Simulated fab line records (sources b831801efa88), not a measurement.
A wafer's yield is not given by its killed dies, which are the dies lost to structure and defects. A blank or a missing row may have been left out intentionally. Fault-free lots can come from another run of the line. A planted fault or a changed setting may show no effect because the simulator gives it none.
Which tool did it? -- flow sky130 -- 11 lots, 33 wafers sampled, at 6 steps of a route of 708

## WHAT EACH GAUGE READ, for each wafer
SKY_SONOS_TUNNEL_CD_MEAS_07 targets a cd of 410 nm.
lot,measured,on,cdNm (nm)
L482,day 11 03:39,cdSem-02,408.2 407.4 407.1
L483,day 11 19:46,cdSem-02,411.2 411.4 413.4
L484,day 12 02:47,cdSem-01,411.9 408.1 410.1
L485,day 12 05:19,cdSem-01,410.2 410.0 408.6
L486,day 12 18:36,cdSem-02,412.1 412.1 412.8
L488,day 13 10:20,cdSem-01,404.8 407.5 409.8
L490,day 14 02:23,cdSem-02,410.3 411.4 409.6
L491,day 14 05:38,cdSem-02,407.8 409.2 408.8
L493,day 14 23:11,cdSem-02,411.3 413.6 412.5
L501,day 17 16:20,cdSem-02,408.4 407.2 408.6
L502,day 17 23:35,cdSem-01,408.6 409.9 406.6

SKY_GATE_OXIDE_THK_MEAS_02.
lot,measured,on,GATE_OXIDE_OXIDATION_00_THK (nm)
L482,day 12 13:17,filmMetro-01,10.20 10.22 10.43
L483,day 13 05:55,filmMetro-03,10.01 9.87 9.82
L484,day 13 10:42,filmMetro-02,10.33 10.24 10.26
L485,day 13 12:35,filmMetro-03,9.69 9.68 9.57
L486,day 14 03:37,filmMetro-03,10.34 10.20 10.22
L488,day 14 23:45,filmMetro-03,10.04 9.98 9.98
L490,day 15 12:36,filmMetro-01,10.20 10.13 10.23
L491,day 15 15:14,filmMetro-02,10.51 10.46 10.41
L493,day 16 10:37,filmMetro-01,10.26 10.29 10.11
L501,day 19 07:08,filmMetro-02,10.17 10.08 10.22
L502,day 19 16:49,filmMetro-03,10.02 10.05 10.00

SKY_SPACER_THK_MEAS_01.
lot,measured,on,SPACER_CVD_00_THK (nm)
L482,day 22 21:23,filmMetro-02,42.7 42.6 42.8
L483,day 23 11:16,filmMetro-02,43.0 43.1 42.9
L484,day 23 16:17,filmMetro-03,43.0 43.0 42.9
L485,day 23 20:04,filmMetro-02,42.7 43.2 43.1
L486,day 24 18:47,filmMetro-03,43.2 43.1 43.4
L488,day 25 09:37,filmMetro-03,42.5 42.9 42.7
L490,day 26 00:56,filmMetro-02,42.9 43.3 43.0
L491,day 26 06:05,filmMetro-03,43.0 43.3 42.9
L493,day 26 23:53,filmMetro-03,43.7 43.9 43.8
L501,day 29 18:53,filmMetro-02,56.5 56.5 56.7
L502,day 29 23:35,filmMetro-01,56.0 55.8 56.0

SKY_RES_XHIGH_TW_MEAS_09.
lot,measured,on,RES_XHIGH_TW
L482,day 26 14:14,filmMetro-02,1631 1625 1636
L483,day 27 04:41,filmMetro-02,1627 1633 1639
L484,day 27 09:20,filmMetro-01,1623 1647 1642
L485,day 27 12:33,filmMetro-01,1640 1638 1639
L486,day 28 10:17,filmMetro-04,1636 1629 1632
L488,day 29 01:00,filmMetro-02,1613 1616 1619
L490,day 29 15:31,filmMetro-04,1615 1608 1618
L491,day 29 20:29,filmMetro-04,1615 1627 1626
L493,day 30 13:02,filmMetro-01,1630 1628 1631
L501,day 33 06:00,filmMetro-02,1629 1626 1629
L502,day 33 10:29,filmMetro-04,1619

## WHAT TOOL EACH LOT RAN ON (gives the tool, then ch and the chambers of the sampled wafers, and finally the start)
lot,SKY_SPACER_CVD_00,SKY_SPACER_ETCHBACK_02
L482,"lpcvd-02 ch 0, day 22 19:34","rieDiel-03 ch 0,2, day 22 21:26"
L483,"lpcvd-02 ch 0, day 23 10:02","rieDiel-04 ch 0,1,3, day 23 11:19"
L484,"lpcvd-02 ch 0, day 23 15:05","rieDiel-03 ch 0,1,3, day 23 16:21"
L485,"lpcvd-02 ch 0, day 23 18:50","rieDiel-04 ch 0,1, day 23 20:07"
L486,"lpcvd-02 ch 0, day 24 17:34","rieDiel-03 ch 0,1, day 24 18:50"
L488,"lpcvd-02 ch 1, day 25 08:23","rieDiel-03 ch 0,2, day 25 09:40"
L490,"lpcvd-02 ch 1, day 25 23:42","rieDiel-01 ch 0,1,3, day 26 00:59"
L491,"lpcvd-02 ch 1, day 26 04:53","rieDiel-03 ch 0,1,2, day 26 06:09"
L493,"lpcvd-02 ch 0, day 26 22:41","rieDiel-01 ch 0,1,2, day 26 23:57"
L501,"lpcvd-02 ch 0, day 29 17:03","rieDiel-01 ch 0,3, day 29 18:55"
L502,"lpcvd-02 ch 0, day 29 22:23","rieDiel-01 ch 0,1,3, day 29 23:39"
- SKY_SPACER_CVD_00: deposits Si3N4 from DCS/NH3, target thk 43.1 nm, time 740 s.
- SKY_SPACER_ETCHBACK_02: etches Si3N4 in CH3F/O2, stops on SiO2, time 46.7 s, target depth 45 nm.

## AS READ BY THE TOOLS THEMSELVES (means over the sampled wafers that have a number; for cases with no such wafer, the mark the record gives instead)
SKY_SPACER_CVD_00.
lot,tool,zonePowerBottomPct (%),zonePowerCentrePct (%),zonePowerUpperPct (%)
L482,lpcvd-02,21.69,12.6,14.7
L483,lpcvd-02,21.65,12.7,14.9
L484,lpcvd-02,21.43,12.7,14.9
L485,lpcvd-02,21.46,12.7,14.8
L486,lpcvd-02,21.38,12.6,14.7
L488,lpcvd-02,21.86,16.2,12.2
L490,lpcvd-02,22.04,16.3,12.2
L491,lpcvd-02,21.64,16.1,12.2
L493,lpcvd-02,21.76,12.8,15.0
L501,lpcvd-02,21.76,12.8,14.8
L502,lpcvd-02,21.73,12.7,14.7

SKY_SPACER_ETCHBACK_02.
lot,tool,ch3fFlowSccm (sccm),chamberPressureMTorr (mTorr),drypumpMotorCurrentA (A),oesProductAu (a.u.),throttleValvePct (%)
L482,rieDiel-03,40.23,25.000,5.9,0.853,10.567
L483,rieDiel-04,39.95,24.984,5.6,0.855,10.567
L484,rieDiel-03,39.99,24.986,5.8,0.853,10.563
L485,rieDiel-04,40.12,24.998,5.7,0.854,10.558
L486,rieDiel-03,40.07,25.012,6.1,0.859,10.568
L488,rieDiel-03,40.09,25.014,5.3,0.849,10.551
L490,rieDiel-01,40.04,24.995,5.9,0.852,10.561
L491,rieDiel-03,40.15,25.004,5.6,0.852,10.560
L493,rieDiel-01,40.00,25.012,5.7,0.868,10.572
L501,rieDiel-01,39.96,24.997,5.7,1.002,10.579
L502,rieDiel-01,39.95,25.005,5.9,0.984,10.588

## THE ANSWER, worked out from the rows above alone
Rule: what is usual is taken from the lots themselves. Put in order of their means at a reading, lots are off if they are a third of the lots or fewer, leave a main group of 4 or more, and stand apart from it by a gap of 3 or more times the standard deviation of the main group's means; of several such gaps the widest counts. A main group is skipped when, at the precision printed for the reading in the tables above, its means are all equal. A lot without any number at a reading at which 4 lots or more have one is off too. All remaining lots with rows at the step are treated as sound. First the gauges in route order, then the tools' own readings, where a lot's mean is used as printed above. The first step at which some lot is off is used, and at that step the reading that is off furthest; a lot without a number counts as furthest.
Off: L501, L502, seen at SKY_SPACER_THK_MEAS_01 (SPACER_CVD_00_THK). The main group has a mean of 43.1 nm with a standard deviation of 0.31.
If a tool, at a process step before that reading, ran all the lots that are off and no sound lot after the first of them, it fits. Not tried: the gauges at SKY_SPACER_THK_MEAS_01; whatever is off there is also off at SKY_SPACER_ETCHBACK_02, on other tools, and gauge error can't account for it. One fits: lpcvd-02 at SKY_SPACER_CVD_00. Its last sound lot is L493 (day 26 22:41), its first lot that is off L501 (day 29 17:03): a fault that began between those two fits.

## WHAT HAD BEEN PUT IN BY THE SIMULATOR
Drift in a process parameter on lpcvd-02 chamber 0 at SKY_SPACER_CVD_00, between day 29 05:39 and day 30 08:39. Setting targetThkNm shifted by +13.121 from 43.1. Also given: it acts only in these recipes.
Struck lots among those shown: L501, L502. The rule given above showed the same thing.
